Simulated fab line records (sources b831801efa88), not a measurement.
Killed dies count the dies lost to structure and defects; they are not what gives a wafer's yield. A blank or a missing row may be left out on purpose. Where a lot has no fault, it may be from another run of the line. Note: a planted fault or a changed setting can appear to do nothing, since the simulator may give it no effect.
What tool caused it?    flow sky130    13 lots with 39 wafers sampled at 4 steps, on a route of 708 steps

## WHAT THE GAUGES READ, wafer by wafer
SKY_SONOS_ONO_THK_MEAS_05. Usual: SONOS_ONO_CVD_04_THK typically reads 5.71 nm, with standard deviation 0.11.
lot   measured      on            SONOS_ONO_CVD_04_THK (nm)  flag
L288  day 12 09:52  filmMetro-01  5.77 5.66 5.64             
L289  day 12 13:55  filmMetro-03  5.65 5.66 5.59             
L290  day 13 04:26  filmMetro-03  5.69 5.83 5.83             
L291  day 13 15:46  filmMetro-03  5.66 5.69 5.76             
L294  day 14 18:36  filmMetro-03  5.87 5.63 5.73             
L295  day 14 22:56  filmMetro-02  5.44 5.61 5.54             
L301  day 17 07:31  filmMetro-02  5.68 5.72 5.69             
L302  day 17 07:32  filmMetro-01  5.56 5.61 5.63             
L303  day 17 19:03  filmMetro-01  5.65 5.60 5.66             
L304  day 18 04:08  filmMetro-01  5.62 5.56 5.59             
L305  day 18 09:20  filmMetro-01  5.73 5.74 5.71             
L306  day 18 10:35  filmMetro-03  6.00 6.00 5.92             
L307  day 18 19:49  filmMetro-03  5.89 5.64 5.83             

SKY_SONOS_ONO_OVL_MEAS_14. Usual: SONOS_ONO_OVL typically reads 0.2 nm, with standard deviation 1.2.
lot   measured      on          SONOS_ONO_OVL (nm)  flag
L288  day 13 09:35  overlay-02  0.5 2.5 0.9         
L289  day 13 14:40  overlay-02  2.8 -0.5 -0.5       
L290  day 14 06:35  overlay-02  1.3 0.7 1.5         
L291  day 14 18:10  overlay-01  0.8 1.7 1.1         
L294  day 15 21:11  overlay-01  1.3 1.3 0.6         
L295  day 16 02:05  overlay-01  -0.2 1.1 0.1        
L301  day 18 13:02  overlay-02  0.3 0.2 0.1         
L302  day 18 13:23  overlay-02  -1.8 -3.1 -2.0      
L303  day 19 00:26  overlay-01  1.1 0.9 -0.9        
L304  day 19 10:46  overlay-01  -0.2 -1.6 -0.5      
L305  day 19 16:16  overlay-01  0.4 1.0 0.0         
L306  day 19 17:31  overlay-01  1.0 0.8 -0.7        
L307  day 20 02:29  overlay-01  -0.3 -0.9 -0.3      

SKY_RES_PROTECT_TW_MEAS_08. Usual: POLY_GATE_TW typically reads 4043, with standard deviation 25.
lot   measured      on            POLY_GATE_TW    flag
L288  day 16 01:34  filmMetro-03  4096 4074 4088  
L289  day 16 04:28  filmMetro-04  4076 4058 4047  
L290  day 17 00:04  filmMetro-01  4053 4077 4075  
L291  day 17 08:58  filmMetro-01  4045 4052 4048  
L294  day 18 12:17  filmMetro-01  4030 4035 4028  
L295  day 18 18:36  filmMetro-03  4101 4108 4074  
L301  day 21 07:59  filmMetro-01  4011 4011 4047  
L302  day 21 11:17  filmMetro-01  4024 4023 4039  
L303  day 21 18:16  filmMetro-03  4078 4092 4068  
L304  day 22 08:52  filmMetro-03  4061 4037 4056  
L305  day 22 15:57  filmMetro-03  4030 4048 4021  
L306  day 22 14:46  filmMetro-04  4003 3990 4031  
L307  day 22 21:43  filmMetro-03  4028 4039 4032  

## EACH LOT AND THE TOOL THAT RAN IT (in order: tool; ch and the chambers of the sampled wafers; start)
lot   SKY_GATE_OXIDE_EXPOSE_07
L288  ilineStepper-01 ch 0, day 14 00:40
L289  ilineStepper-01 ch 0, day 14 05:16
L290  ilineStepper-02 ch 0, day 15 01:44
L291  ilineStepper-01 ch 0, day 15 12:02
L294  ilineStepper-01 ch 0, day 16 13:03
L295  ilineStepper-02 ch 0, day 16 18:44
L301  ilineStepper-01 ch 0, day 19 06:14
L302  ilineStepper-01 ch 0, day 19 07:47
L303  ilineStepper-01 ch 0, day 19 18:14
L304  ilineStepper-01 ch 0, day 20 05:34
L305  ilineStepper-01 ch 0, day 20 13:25
L306  ilineStepper-02 ch 0, day 20 13:11
L307  ilineStepper-02 ch 0, day 20 21:22
- SKY_GATE_OXIDE_EXPOSE_07: exposes mask LVOM, target cd 600 nm.

## AS READ BY THE TOOLS THEMSELVES (means over the sampled wafers that have a number; for cases with no such wafer, the mark the record gives instead)
SKY_GATE_OXIDE_EXPOSE_07. Usual: focusOffsetNm 0.0 nm, standard deviation 0.5; reticleTempC 22.99 C, standard deviation 0.096.
lot   tool             focusOffsetNm (nm)  reticleTempC (C)  flag
L288  ilineStepper-01  0.2                 22.91             
L289  ilineStepper-01  0.6                 22.91             
L290  ilineStepper-02  0.0                 22.99             
L291  ilineStepper-01  -0.1                23.00             
L294  ilineStepper-01  -0.6                23.05             
L295  ilineStepper-02  0.8                 22.95             
L301  ilineStepper-01  0.1                 23.03             
L302  ilineStepper-01  0.4                 23.09             
L303  ilineStepper-01  0.1                 22.99             
L304  ilineStepper-01  0.6                 22.93             
L305  ilineStepper-01  -0.6                23.04             
L306  ilineStepper-02  -0.0                23.07             
L307  ilineStepper-02  0.1                 22.87             

## THE ANSWER, worked out from the rows above alone
Rule: take the mean of a lot's wafers that have a number; if it is more than 3 standard deviations from the usual mean, the lot is off. A lot without any number at a reading at which 4 lots or more have one is off too. All remaining lots with rows at the step are treated as sound. First the gauges in route order, then the tools' own readings, where a lot's mean is used as printed above. At the first step where some lot is off, the reading lying furthest off is the one used; lots without a number count as furthest.
Across all readings shown, no lot is off: no conclusion can be drawn from this.

## WHAT HAD BEEN PUT IN BY THE SIMULATOR
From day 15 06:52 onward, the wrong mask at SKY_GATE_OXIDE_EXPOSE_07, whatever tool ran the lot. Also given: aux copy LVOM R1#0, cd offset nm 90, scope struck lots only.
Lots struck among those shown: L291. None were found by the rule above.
